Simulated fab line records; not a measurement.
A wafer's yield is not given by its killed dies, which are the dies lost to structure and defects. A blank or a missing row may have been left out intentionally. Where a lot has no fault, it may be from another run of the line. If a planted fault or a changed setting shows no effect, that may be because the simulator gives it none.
Which tool is to blame?    flow gf180mcu    Sampling: 11 lots, 33 wafers, 4 of 602 route steps

== WHAT THE GAUGES READ, wafer by wafer ==
GF_VT_IMPLANT_RS_MEAS_48: measures by four-point-probe.
lot   measured      on            LVPWELL_RS (ohm/sq)
L101  day 7 18:30   filmMetro-03  1196 1192 1197
L102  day 8 00:19   filmMetro-04  1198 1199 1198
L104  day 8 15:42   filmMetro-03  1193 1198 1196
L105  day 9 04:13   filmMetro-04  1198 1198 1198
L106  day 9 08:27   filmMetro-02  1193 1197 1197
L109  day 10 02:36  filmMetro-02  1200 1201 1199
L113  day 11 07:12  filmMetro-03  1179 1182 1179 1179 1180 1177
L114  day 11 12:55  filmMetro-03  1169 1169 1171 1167 1171 1169
L116  day 12 01:08  filmMetro-04  1191 1195 1195
L117  day 12 08:26  filmMetro-04  1195 1195 1196
L118  day 12 13:46  filmMetro-02  1199 1196 1198

== WHAT TOOL EACH LOT RAN ON (gives the tool, then ch and the chambers of the sampled wafers, and finally the start) ==
lot   GF_DNWELL_STRIP_08                  GF_LVPWELL_IMPLANT_08           GF_LVPWELL_STRIP_10
L101  plasmaAsher-03 ch 0,1, day 2 23:44  implanter-01 ch 0, day 4 01:02  plasmaAsher-03 ch 0,1, day 4 01:19
L102  plasmaAsher-04 ch 0,1, day 3 05:02  implanter-01 ch 0, day 4 07:34  plasmaAsher-04 ch 0,1, day 4 07:52
L104  plasmaAsher-01 ch 0,1, day 3 15:29  implanter-03 ch 0, day 4 18:44  plasmaAsher-04 ch 0,1, day 4 19:01
L105  plasmaAsher-04 ch 0,1, day 3 21:52  implanter-01 ch 0, day 5 01:05  plasmaAsher-02 ch 0,1, day 5 01:20
L106  plasmaAsher-04 ch 0,1, day 4 03:59  implanter-01 ch 0, day 5 07:39  plasmaAsher-03 ch 0,1, day 5 07:56
L109  plasmaAsher-03 ch 0,1, day 4 19:16  implanter-03 ch 0, day 5 23:54  plasmaAsher-02 ch 0,1, day 6 00:11
L113  plasmaAsher-03 ch 0,1, day 5 18:08  implanter-01 ch 0, day 6 23:45  plasmaAsher-04 ch 0,1, day 7 00:03
L114  plasmaAsher-03 ch 0,1, day 5 22:22  implanter-01 ch 0, day 7 04:45  plasmaAsher-02 ch 0,1, day 7 05:02
L116  plasmaAsher-04 ch 0,1, day 6 07:38  implanter-02 ch 0, day 7 15:06  plasmaAsher-02 ch 0,1, day 7 15:23
L117  plasmaAsher-04 ch 0,1, day 6 12:56  implanter-02 ch 0, day 7 20:18  plasmaAsher-04 ch 0,1, day 7 20:35
L118  plasmaAsher-01 ch 0,1, day 6 17:38  implanter-03 ch 0, day 8 00:50  plasmaAsher-03 ch 0,1, day 8 01:08
- GF_DNWELL_STRIP_08: strips in O2/N2.
- GF_LVPWELL_IMPLANT_08
- GF_LVPWELL_STRIP_10: strips in O2/N2.

== THE ANSWER, worked out from the rows above alone ==
Rule: usual is defined by the lots themselves. Put in order of their means at a reading, lots are off if they are a third of the lots or fewer, leave a main group of 4 or more, and stand apart from it by a gap of 3 or more times the standard deviation of the main group's means; of several such gaps the widest counts. A main group is skipped when, at the precision printed for the reading in the tables above, its means are all equal. A lot without any number at a reading at which 4 lots or more have one is off too. Where the step has rows for the other lots, those lots are counted as sound.
Off: L113, L114, at GF_VT_IMPLANT_RS_MEAS_48 (LVPWELL_RS). The main group has a mean of 1197 ohm/sq with a standard deviation of 1.9.
A tool fits if, at a process step before that reading, it ran every lot that is off, and no sound lot after the first of them. Gauges at GF_VT_IMPLANT_RS_MEAS_48: tried the same way as those tools. Can't be told from this: 3 tools fit, plasmaAsher-03 at GF_DNWELL_STRIP_08, implanter-01 at GF_LVPWELL_IMPLANT_08, filmMetro-03 at GF_VT_IMPLANT_RS_MEAS_48.

== WHAT THE SIMULATOR HAD INSERTED ==
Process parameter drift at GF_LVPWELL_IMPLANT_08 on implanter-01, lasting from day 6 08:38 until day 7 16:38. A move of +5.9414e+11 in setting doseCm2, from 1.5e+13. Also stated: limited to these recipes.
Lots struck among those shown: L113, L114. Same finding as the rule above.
